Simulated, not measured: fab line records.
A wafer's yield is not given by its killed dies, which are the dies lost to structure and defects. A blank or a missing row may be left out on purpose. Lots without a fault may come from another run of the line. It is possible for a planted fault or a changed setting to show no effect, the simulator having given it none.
Problem report in the 8D (eight disciplines) form, filled by code    flow sky130    the parts of the form that need people (team, actions taken, sign-off) are left out

== 1. WHAT WENT WRONG ==
Wafers with no fault read 0.864 a.u. with a standard deviation of 0.0049, whereas oes product au at SKY_METAL4_METAL_ETCH_18 reads a mean of 0.983 a.u. on 1 wafer of 1 lot. That puts it +24 standard deviations away from the usual mean.
The step: etches the open film in Cl2/BCl3, stops on SiO2, target depth 845 nm, time 183.1 s.
Seen first at day 44 21:08 on rie metal-01, wafer L407.4. The record holds 30 wafers of 10 lots with a number at this step. Rule for "out", or "out of limits": more than 4 standard deviations from the usual mean. Any other wafer with a number is counted as sound.

== 2. WHAT THIS IS AND IS NOT ==
question                     is                 is not
which readings at this step  oes product au     drypump motor current A, rf fwd power W, throttle valve pct
which lots                   L407               L398, L399, L400, L403, L404, L405, L406, L418, L420
which wafers of those lots   L407.4             L407.2, L407.5
read on which tools          rie metal-01       rie metal-03, rie metal-04
when                         from day 44 21:08  up to then (23 sound wafers); but 6 sound wafers of L418, L420 came after

== 3. THE SUSPECTS, EACH WITH WHAT RULES IT OUT ==
Counting: if a tool at a process step up to the reading ran every lot that is out, it stays a suspect. Sound lots after the first of them don't rule it out here, since some wafers of a struck lot are sound.
- plasma asher-03 at SKY_SONOS_ONO_STRIP_17 (strips in O2/N2): kept. It ran the lot that is out, L407 (day 16 06:42); its last sound lot up to then is L404 (day 15 02:47).
- pvd sputter-04 at SKY_METAL4_SPUTTER_02 (material AlCu, target thk 735 nm, time 39.1 s): kept. It ran the lot that is out, L407 (day 42 23:32); its last sound lot up to then is L406 (day 42 13:41).
- rie metal-01 at SKY_METAL4_METAL_ETCH_18 (etches the open film in Cl2/BCl3, stops on SiO2, target depth 845 nm, time 183.1 s): kept. It ran the lot that is out, L407 (day 44 21:08); its last sound lot up to then is L404 (day 43 16:43). Out on those wafers are its own readings of oes product au.
Left after counting: plasma asher-03 at SKY_SONOS_ONO_STRIP_17, pvd sputter-04 at SKY_METAL4_SPUTTER_02, rie metal-01 at SKY_METAL4_METAL_ETCH_18.

== 4. THE CAUSE (what the simulator had put in) ==
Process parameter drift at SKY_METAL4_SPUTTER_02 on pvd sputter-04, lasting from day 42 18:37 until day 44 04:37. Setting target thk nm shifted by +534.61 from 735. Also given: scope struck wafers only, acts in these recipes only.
After counting, 3 suspects remain, this tool included.

== 5. THE CHAIN OF EFFECTS, in route order ==
Each row: a reading whose mean over the struck wafers that have a number lies more than 3 standard deviations from the usual. Readings are gone through only where the record gives a usual standard deviation; hours: the median, over the lots, of the time from a lot's start at the first step in this table giving one to that lot's start at this step; sigmas: the change measured in usual standard deviations.
hours  step                      reading               usual       on struck wafers  change  sigmas
0      SKY_METAL4_METAL_ETCH_18  oes product au        0.864 a.u.  0.983             +0.119  +24
88     SKY_PAD_OPEN_PROBE_99     defect limited yield  82.3 %      0.0               -82.3   -43
88     SKY_PAD_OPEN_PROBE_99     killed_at_M4_up       3.3         406.0             +402.7  +99 or more
88     SKY_PAD_OPEN_PROBE_99     killed dies           87          492               +405    +44
88     SKY_PAD_OPEN_PROBE_99     killed on rim         17          96                +79     +19
88     SKY_PAD_OPEN_PROBE_99     sort_bin_5_function   10.5 %      94.1              +83.6   +52
88     SKY_PAD_OPEN_PROBE_99     sort n pass           405         0                 -405    -44
88     SKY_PAD_OPEN_PROBE_99     sort yield pct        82.3 %      0.0               -82.3   -43
Process steps it contains:
- SKY_METAL4_METAL_ETCH_18: etches the open film in Cl2/BCl3, stops on SiO2, target depth 845 nm, time 183.1 s.
- SKY_PAD_OPEN_PROBE_99

== 6. HOW IT WOULD HAVE BEEN CAUGHT EARLIER ==
51 hours passed between the start of the fault at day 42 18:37 and the first reading out of limits in this record, taken at day 44 21:08.
An alarm limit of 4 standard deviations would not have fired on the tool readings at SKY_METAL4_SPUTTER_02 for which the record gives a usual standard deviation, since none of them was out on any struck wafer.
The start of SKY_METAL4_SPUTTER_02 on pvd sputter-04 came by day 44 21:08 for every one of the lots that are out (1). None of them would have been spared by holding the tool at that moment.
